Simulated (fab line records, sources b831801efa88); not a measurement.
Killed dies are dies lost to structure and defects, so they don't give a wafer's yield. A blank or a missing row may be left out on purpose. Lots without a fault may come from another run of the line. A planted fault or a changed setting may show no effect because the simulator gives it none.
Chamber matching | flow gf180mcu | GF_V1_CMP_04 on cmp-02: 4 sister chambers
The step polishes SiO2. 8 wafers are shown with their chamber, then 9 later ones without.

WAFERS WITH THEIR CHAMBER
wafer  | chamber | motor_current_A (A) | time_to_endpoint_s (s)
L560.6 | 0       | 7.8                 | 82
L564.2 | 1       | 13.0                | 80
L564.3 | 0       | 7.9                 | 99
L574.2 | 3       | 10.1                | 75
L574.6 | 3       | 10.2                | 88
L576.2 | 1       | 13.0                | 74
L576.3 | 2       | 13.4                | 86
L576.5 | 2       | 13.2                | 86

WAFERS WITHOUT THEIR CHAMBER
wafer  | motor_current_A (A) | time_to_endpoint_s (s)
L580.2 | 10.4                | 75
L580.5 | 11.0                | 75
L580.6 | 13.3                | 79
L581.1 | 10.4                | 79
L581.4 | 8.7                 | 92
L581.6 | 12.8                | 81
L582.3 | 8.4                 | 76
L582.5 | 10.6                | 81
L582.6 | 8.3                 | 83

WHICH CHAMBER EACH WENT THROUGH
wafer  | from the rows above | in truth
L580.2 | 3                   | 3
L580.5 | 3                   | 3
L580.6 | 2                   | 2
L581.1 | 3                   | 3
L581.4 | 0                   | 0
L581.6 | 1                   | 1
L582.3 | 0                   | 0
L582.5 | 3                   | 3
L582.6 | 0                   | 0
Placed correctly: 9 of 9. Can't be placed from these rows: 0. Placed wrongly: 0.
How it was worked out, from the rows above alone: a wafer's distance from a chamber is the root of the sum, over the readings, of the square of ((its reading less the chamber's mean) divided by the reading's scatter). The wafer belongs to the nearest chamber; if the next one is less than 2 further off, it can't be placed. A chamber's mean is the mean of its shown wafers. The scatter: the root of (the sum of the squares of (reading less its chamber's mean) over the shown wafers, divided by (wafers less chambers)).
